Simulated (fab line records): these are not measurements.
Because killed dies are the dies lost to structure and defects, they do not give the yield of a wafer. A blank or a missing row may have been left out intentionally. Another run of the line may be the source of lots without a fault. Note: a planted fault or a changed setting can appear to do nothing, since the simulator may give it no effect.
Matching of chambers + flow sky130 + SKY_VIA4_CMP_02 on cmp-01: 4 sister chambers
The step polishes SiO2. 14 wafers are shown with their chamber, then 7 later ones without.

## EACH WAFER AND ITS CHAMBER
| wafer  | chamber | motor_current_A (A) |
|--------|---------|---------------------|
| L686.2 | 0       | 13.6                |
| L686.5 | 1       | 14.5                |
| L686.6 | 0       | 14.5                |
| L687.3 | 1       | 14.6                |
| L687.4 | 3       | 11.6                |
| L687.5 | 1       | 14.8                |
| L689.3 | 1       | 14.1                |
| L689.5 | 3       | 11.4                |
| L689.6 | 2       | 10.9                |
| L692.1 | 3       | 10.6                |
| L692.3 | 0       | 13.6                |
| L692.6 | 0       | 13.9                |
| L703.2 | 1       | 14.6                |
| L703.3 | 2       | 11.1                |

SIGNATURES, as means of the wafers listed above
| reading         | chamber 0 | chamber 1 | chamber 2 | chamber 3 | scatter within a chamber |
|-----------------|-----------|-----------|-----------|-----------|--------------------------|
| motor_current_A | 13.900    | 14.520    | 11.000    | 11.200    | 0.373                    |
Rule: for a wafer and a chamber, the distance is found by dividing, reading by reading, the gap between the wafer's reading and the chamber's mean by the reading's scatter, squaring, summing and taking the root. The wafer belongs to the nearest chamber; if the next one is less than 2 further off, it can't be placed. The scatter: take each reading less its chamber's mean, square it, sum over the shown wafers, divide by the number of wafers less the number of chambers, and take the root.

## WAFERS WITH NO CHAMBER GIVEN
| wafer  | motor_current_A (A) |
|--------|---------------------|
| L703.5 | 11.1                |
| L704.1 | 13.3                |
| L704.3 | 11.4                |
| L704.5 | 13.8                |
| L705.1 | 14.4                |
| L705.3 | 11.8                |
| L705.6 | 13.8                |

## WHICH CHAMBER EACH ONE RAN IN
| wafer  | from the rows above     | in truth |
|--------|-------------------------|----------|
| L703.5 | can't be placed: 2 or 3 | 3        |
| L704.1 | can't be placed: 0 or 1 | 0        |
| L704.3 | can't be placed: 3 or 2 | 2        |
| L704.5 | can't be placed: 0 or 1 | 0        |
| L705.1 | can't be placed: 1 or 0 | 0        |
| L705.3 | can't be placed: 3 or 2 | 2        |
| L705.6 | can't be placed: 0 or 1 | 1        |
Correct placement for 0 of the 7. Not placeable from these rows: 7 (in 7, the candidates include the true chamber). Placed wrongly: 0.
